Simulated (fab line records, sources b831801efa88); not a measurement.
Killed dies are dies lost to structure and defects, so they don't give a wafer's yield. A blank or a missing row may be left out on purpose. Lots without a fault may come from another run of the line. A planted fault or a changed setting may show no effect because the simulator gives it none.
Problem report in the 8D (eight disciplines) form, filled by code | flow sky130 | the parts of the form that need people (team, actions taken, sign-off) are left out

1. THE PROBLEM
oes_product_au at SKY_METAL4_METAL_ETCH_18 reads a mean of 0.999 a.u. on 6 wafers of 2 lots; wafers without a fault read 0.864 a.u. with a standard deviation of 0.0067. That is +20 standard deviations from the usual mean.
The step: etches the open film in Cl2/BCl3, stops on SiO2, target depth 845 nm, time 183.1 s.
First seen on wafer L238.1, day 43 21:37, on rie_metal-04. The record holds 36 wafers of 12 lots with a number at this step. Rule for "out", or "out of limits": more than 4 standard deviations from the usual mean. The other wafers with a number count as sound.

2. WHAT IT IS AND WHAT IT IS NOT
question                    | is                         | is not
which readings at this step | oes_product_au             | drypump_motor_current_A
which lots                  | L238, L240                 | L234, L235, L236, L242, L246, L247, L248, L249, L252, L255
which wafers of those lots  | all that have a number     | -
read on which tools         | rie_metal-02, rie_metal-04 | rie_metal-01
when                        | from day 43 21:37          | up to then (9 sound wafers); but 21 sound wafers of L242, L246, L247, L248, L249, L252, L255 came after

3. SUSPECTS, AND WHAT RULES EACH OUT
Counting: a tool at a process step up to the reading stays a suspect if it ran every lot that is out and no sound lot after the first of them.
- pvd_sputter-01 at SKY_METAL4_SPUTTER_02 (material AlCu, target thk 735 nm, time 39.1 s): kept. It ran every lot that is out, first L238 (day 41 21:58), and no sound lot after that; its last sound lot up to then is L235 (day 39 21:02).
Left after counting: pvd_sputter-01 at SKY_METAL4_SPUTTER_02.

4. THE CAUSE (what the simulator had put in)
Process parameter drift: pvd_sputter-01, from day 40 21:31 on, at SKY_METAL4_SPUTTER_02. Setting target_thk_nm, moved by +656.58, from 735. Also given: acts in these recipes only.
Counting left only this tool.

5. THE CHAIN OF EFFECTS, in route order
Each row: a reading whose mean over the struck wafers that have a number lies more than 3 standard deviations from the usual. Only readings for which the record gives a usual standard deviation are gone through. hours: the time from each lot's start at the first step in this table that gives one to its start at this step, as a median over the lots. sigmas: the change in usual standard deviations.
hours | step                     | reading        | usual      | on struck wafers | change | sigmas
0     | SKY_METAL4_METAL_ETCH_18 | oes_product_au | 0.864 a.u. | 0.999            | +0.135 | +20
The process steps in it:
- SKY_METAL4_METAL_ETCH_18: etches the open film in Cl2/BCl3, stops on SiO2, target depth 845 nm, time 183.1 s.

6. WHAT WOULD HAVE CAUGHT IT SOONER
In this record the first reading out of limits was taken at day 43 21:37, 72 hours after the fault began at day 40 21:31.
Of the tool readings at SKY_METAL4_SPUTTER_02 for which the record gives a usual standard deviation, none was out on any struck wafer, so an alarm limit of 4 standard deviations on them would not have fired.
All the lots that are out (2) had begun SKY_METAL4_SPUTTER_02 on pvd_sputter-01 by day 43 21:37. A hold on the tool at that time would have spared none of them.
